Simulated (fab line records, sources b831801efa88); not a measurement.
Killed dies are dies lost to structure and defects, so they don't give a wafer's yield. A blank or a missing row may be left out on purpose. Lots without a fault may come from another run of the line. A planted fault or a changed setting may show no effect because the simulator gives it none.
Chamber matching | flow gf180mcu | GF_V5_ETCH_16 on rie_diel-04: 4 sister chambers
The step etches BARC in N2/H2. 8 wafers are shown with their chamber, then 7 later ones without.

WAFERS WITH THEIR CHAMBER
wafer  | chamber | drypump_motor_current_A (A) | rf_fwd_power_W (W)
L077.6 | 1       | 5.5                         | 495.6
L079.4 | 1       | 5.5                         | 493.2
L079.6 | 0       | 5.0                         | 495.5
L088.1 | 0       | 4.9                         | 493.8
L088.3 | 3       | 4.9                         | 492.4
L088.4 | 2       | 6.5                         | 491.5
L089.1 | 2       | 6.6                         | 494.9
L089.3 | 3       | 4.8                         | 494.2

WAFERS WITHOUT THEIR CHAMBER
wafer  | drypump_motor_current_A (A) | rf_fwd_power_W (W)
L089.6 | 5.5                         | 495.1
L092.1 | 4.9                         | 494.2
L092.3 | 4.9                         | 497.6
L092.4 | 5.6                         | 495.2
L097.2 | 6.6                         | 493.5
L097.3 | 4.9                         | 494.1
L097.6 | 5.5                         | 497.8

WHICH CHAMBER EACH WENT THROUGH
wafer  | from the rows above     | in truth
L089.6 | 1                       | 1
L092.1 | can't be placed: 0 or 3 | 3
L092.3 | can't be placed: 0 or 3 | 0
L092.4 | 1                       | 1
L097.2 | 2                       | 2
L097.3 | can't be placed: 0 or 3 | 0
L097.6 | 1                       | 1
Placed correctly: 4 of 7. Can't be placed from these rows: 3 (the true chamber is among the candidates in 3). Placed wrongly: 0.
How it was worked out, from the rows above alone: a wafer's distance from a chamber is the root of the sum, over the readings, of the square of ((its reading less the chamber's mean) divided by the reading's scatter). The wafer belongs to the nearest chamber; if the next one is less than 2 further off, it can't be placed. A chamber's mean is the mean of its shown wafers. The scatter: the root of (the sum of the squares of (reading less its chamber's mean) over the shown wafers, divided by (wafers less chambers)).
